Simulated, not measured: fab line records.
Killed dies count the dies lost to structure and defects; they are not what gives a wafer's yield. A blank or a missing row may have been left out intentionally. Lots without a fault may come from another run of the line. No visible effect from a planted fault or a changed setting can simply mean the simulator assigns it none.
Which tool did it? / flow sky130 / 72 wafers from 24 lots sampled at 3 of the route's 708 steps

== WHAT THE GAUGES SHOWED, per wafer ==
SKY_FIELD_ISO_THK_MEAS_02. Usual: FIELD_ISO_OXIDATION_00_THK 12.0 nm, standard deviation 0.31.
lot=L074; measured=day 1 12:18; on=film_metro-03; FIELD_ISO_OXIDATION_00_THK (nm)=11.9 12.1 11.6; flag=
lot=L075; measured=day 1 17:46; on=film_metro-01; FIELD_ISO_OXIDATION_00_THK (nm)=12.1 12.0 12.4; flag=
lot=L076; measured=day 1 22:47; on=film_metro-01; FIELD_ISO_OXIDATION_00_THK (nm)=12.0 11.9 12.0; flag=
lot=L077; measured=day 2 03:01; on=film_metro-03; FIELD_ISO_OXIDATION_00_THK (nm)=11.8 11.9 11.8; flag=
lot=L078; measured=day 2 09:02; on=film_metro-02; FIELD_ISO_OXIDATION_00_THK (nm)=11.7 11.7 11.7; flag=
lot=L079; measured=day 2 12:51; on=film_metro-03; FIELD_ISO_OXIDATION_00_THK (nm)=12.1 12.2 12.1; flag=
lot=L080; measured=day 2 18:11; on=film_metro-02; FIELD_ISO_OXIDATION_00_THK (nm)=11.9 11.6 11.6; flag=
lot=L081; measured=day 2 23:01; on=film_metro-01; FIELD_ISO_OXIDATION_00_THK (nm)=11.5 11.7 11.6; flag=
lot=L082; measured=day 3 04:21; on=film_metro-02; FIELD_ISO_OXIDATION_00_THK (nm)=11.8 12.0 12.1; flag=
lot=L083; measured=day 3 09:45; on=film_metro-03; FIELD_ISO_OXIDATION_00_THK (nm)=12.7 12.4 12.3; flag=
lot=L084; measured=day 3 13:38; on=film_metro-03; FIELD_ISO_OXIDATION_00_THK (nm)=11.5 11.7 11.7; flag=
lot=L085; measured=day 3 18:39; on=film_metro-01; FIELD_ISO_OXIDATION_00_THK (nm)=12.6 12.5 12.5; flag=
lot=L086; measured=day 4 00:26; on=film_metro-03; FIELD_ISO_OXIDATION_00_THK (nm)=11.4 11.4 11.3; flag=
lot=L087; measured=day 4 05:17; on=film_metro-03; FIELD_ISO_OXIDATION_00_THK (nm)=12.4 12.5 12.7; flag=
lot=L088; measured=day 4 10:25; on=film_metro-01; FIELD_ISO_OXIDATION_00_THK (nm)=11.9 11.8 11.7; flag=
lot=L089; measured=day 4 14:38; on=film_metro-01; FIELD_ISO_OXIDATION_00_THK (nm)=11.8 12.0 11.8; flag=
lot=L090; measured=day 4 20:21; on=film_metro-02; FIELD_ISO_OXIDATION_00_THK (nm)=11.7 11.9 11.7; flag=
lot=L091; measured=day 5 01:08; on=film_metro-03; FIELD_ISO_OXIDATION_00_THK (nm)=12.0 11.9 12.0; flag=
lot=L092; measured=day 5 05:40; on=film_metro-01; FIELD_ISO_OXIDATION_00_THK (nm)=12.3 12.2 12.4; flag=
lot=L093; measured=day 5 11:25; on=film_metro-03; FIELD_ISO_OXIDATION_00_THK (nm)=12.0 12.2 12.1; flag=
lot=L094; measured=day 5 16:34; on=film_metro-02; FIELD_ISO_OXIDATION_00_THK (nm)=12.3 12.2 12.2; flag=
lot=L095; measured=day 5 21:26; on=film_metro-01; FIELD_ISO_OXIDATION_00_THK (nm)=12.0 11.9 11.9; flag=
lot=L096; measured=day 6 02:54; on=film_metro-01; FIELD_ISO_OXIDATION_00_THK (nm)=12.0 12.1 12.3; flag=
lot=L097; measured=day 6 07:40; on=film_metro-01; FIELD_ISO_OXIDATION_00_THK (nm)=12.0 12.0 12.1; flag=

SKY_CONTACT_CD_MEAS_14: target cd 170 nm. Usual: 169.7 nm for cd_nm, sd 1.4.
lot=L074; measured=day 31 19:17; on=cd_sem-02; cd_nm (nm)=169.8 168.8 170.4; flag=
lot=L075; measured=day 32 00:12; on=cd_sem-02; cd_nm (nm)=170.7 171.5 171.5; flag=
lot=L076; measured=day 32 08:02; on=cd_sem-01; cd_nm (nm)=168.7 169.7 169.1; flag=
lot=L077; measured=day 32 14:04; on=cd_sem-02; cd_nm (nm)=166.6 168.0 166.9; flag=
lot=L078; measured=day 33 02:58; on=cd_sem-02; cd_nm (nm)=167.8 169.5 169.9; flag=
lot=L079; measured=day 33 20:47; on=cd_sem-02; cd_nm (nm)=167.5 168.9 165.3; flag=
lot=L080; measured=day 33 16:40; on=cd_sem-01; cd_nm (nm)=167.1 169.9 168.7; flag=
lot=L081; measured=day 34 06:59; on=cd_sem-01; cd_nm (nm)=173.0 171.3 172.0; flag=
lot=L082; measured=day 34 17:47; on=cd_sem-01; cd_nm (nm)=170.0 169.0 170.6; flag=
lot=L083; measured=day 35 02:58; on=cd_sem-01; cd_nm (nm)=168.1 169.7 169.1; flag=
lot=L084; measured=day 35 07:07; on=cd_sem-02; cd_nm (nm)=170.4 170.0 170.7; flag=
lot=L085; measured=day 35 06:57; on=cd_sem-01; cd_nm (nm)=170.7 171.4 171.4; flag=
lot=L086; measured=day 35 22:55; on=cd_sem-02; cd_nm (nm)=171.0 171.4 172.2; flag=
lot=L087; measured=day 36 07:22; on=cd_sem-01; cd_nm (nm)=170.0 170.7 171.2; flag=
lot=L088; measured=day 36 08:22; on=cd_sem-02; cd_nm (nm)=169.3 169.6 168.4; flag=
lot=L089; measured=day 36 17:16; on=cd_sem-01; cd_nm (nm)=169.3 169.2 168.2; flag=
lot=L090; measured=day 37 03:54; on=cd_sem-01; cd_nm (nm)=168.7 169.4 171.2; flag=
lot=L091; measured=day 37 04:51; on=cd_sem-02; cd_nm (nm)=169.0 167.3 169.1; flag=
lot=L092; measured=day 37 10:38; on=cd_sem-01; cd_nm (nm)=168.2 169.2 169.5; flag=
lot=L093; measured=day 37 22:12; on=cd_sem-01; cd_nm (nm)=172.5 170.9 172.5; flag=
lot=L094; measured=day 38 10:27; on=cd_sem-02; cd_nm (nm)=171.3 169.4 171.3; flag=
lot=L095; measured=day 38 13:15; on=cd_sem-02; cd_nm (nm)=167.9 168.4 169.6; flag=
lot=L096; measured=day 38 20:11; on=cd_sem-01; cd_nm (nm)=170.5 171.3 170.6; flag=
lot=L097; measured=day 38 16:38; on=cd_sem-01; cd_nm (nm)=169.9 170.1 170.6; flag=

SKY_METAL1_CD_MEAS_15: target cd 140 nm. Usual: 140.4 nm for cd_nm, sd 1.4.
lot=L074; measured=day 33 00:11; on=cd_sem-02; cd_nm (nm)=142.6 140.9 141.8; flag=
lot=L075; measured=day 33 04:49; on=cd_sem-02; cd_nm (nm)=137.9 139.4 140.1; flag=
lot=L076; measured=day 33 13:01; on=cd_sem-02; cd_nm (nm)=140.9 140.1 140.6; flag=
lot=L077; measured=day 33 18:37; on=cd_sem-01; cd_nm (nm)=141.1 142.0 141.3; flag=
lot=L078; measured=day 34 07:04; on=cd_sem-02; cd_nm (nm)=140.3 141.3 140.6; flag=
lot=L079; measured=day 35 01:04; on=cd_sem-02; cd_nm (nm)=139.2 139.6 138.8; flag=
lot=L080; measured=day 34 20:32; on=cd_sem-02; cd_nm (nm)=140.7 141.0 141.1; flag=
lot=L081; measured=day 35 11:22; on=cd_sem-02; cd_nm (nm)=140.1 138.2 138.7; flag=
lot=L082; measured=day 35 21:29; on=cd_sem-02; cd_nm (nm)=141.0 141.9 140.7; flag=
lot=L083; measured=day 36 06:52; on=cd_sem-01; cd_nm (nm)=139.7 139.1 139.9; flag=
lot=L084; measured=day 36 10:52; on=cd_sem-01; cd_nm (nm)=140.7 140.1 138.0; flag=
lot=L085; measured=day 36 10:33; on=cd_sem-02; cd_nm (nm)=142.9 144.4 143.1; flag=
lot=L086; measured=day 37 02:22; on=cd_sem-02; cd_nm (nm)=140.1 140.9 139.3; flag=
lot=L087; measured=day 37 11:36; on=cd_sem-02; cd_nm (nm)=140.2 139.4 139.2; flag=
lot=L088; measured=day 37 12:22; on=cd_sem-02; cd_nm (nm)=137.4 139.4 138.9; flag=
lot=L089; measured=day 37 20:28; on=cd_sem-01; cd_nm (nm)=138.8 140.9 140.1; flag=
lot=L090; measured=day 38 07:17; on=cd_sem-02; cd_nm (nm)=141.8 139.8 141.6; flag=
lot=L091; measured=day 38 08:05; on=cd_sem-01; cd_nm (nm)=137.8 138.4 137.9; flag=
lot=L092; measured=day 38 13:58; on=cd_sem-01; cd_nm (nm)=138.6 141.1 140.4; flag=
lot=L093; measured=day 39 01:24; on=cd_sem-02; cd_nm (nm)=142.5 142.2 142.6; flag=
lot=L094; measured=day 39 13:30; on=cd_sem-02; cd_nm (nm)=142.7 142.3 141.1; flag=
lot=L095; measured=day 39 16:39; on=cd_sem-02; cd_nm (nm)=141.8 140.7 140.1; flag=
lot=L096; measured=day 39 22:14; on=cd_sem-01; cd_nm (nm)=137.5 137.8 140.7; flag=
lot=L097; measured=day 39 19:23; on=cd_sem-01; cd_nm (nm)=141.4 140.0 140.7; flag=

== EACH LOT AND THE TOOL THAT RAN IT (in order: tool; ch and the chambers of the sampled wafers; start) ==
The record holds no process step before these readings.

== AS READ BY THE TOOLS THEMSELVES (means over the sampled wafers that have a number; for cases with no such wafer, the mark the record gives instead) ==
The record holds no such reading with a usual standard deviation.

== THE ANSWER, worked out from the rows above alone ==
Rule: take the mean of a lot's wafers that have a number; if it is more than 3 standard deviations from the usual mean, the lot is off. A lot without any number at a reading at which 4 lots or more have one is off too. The other lots that the step has rows for count as sound. The gauges are gone through in route order, then the tools' own readings, and for those a lot's mean is taken as printed above. At the first step where some lot is off, the reading lying furthest off is the one used; lots without a number count as furthest.
Nothing can be told from this: no lot is off at any reading shown.

== WHAT THE SIMULATOR HAD INSERTED ==
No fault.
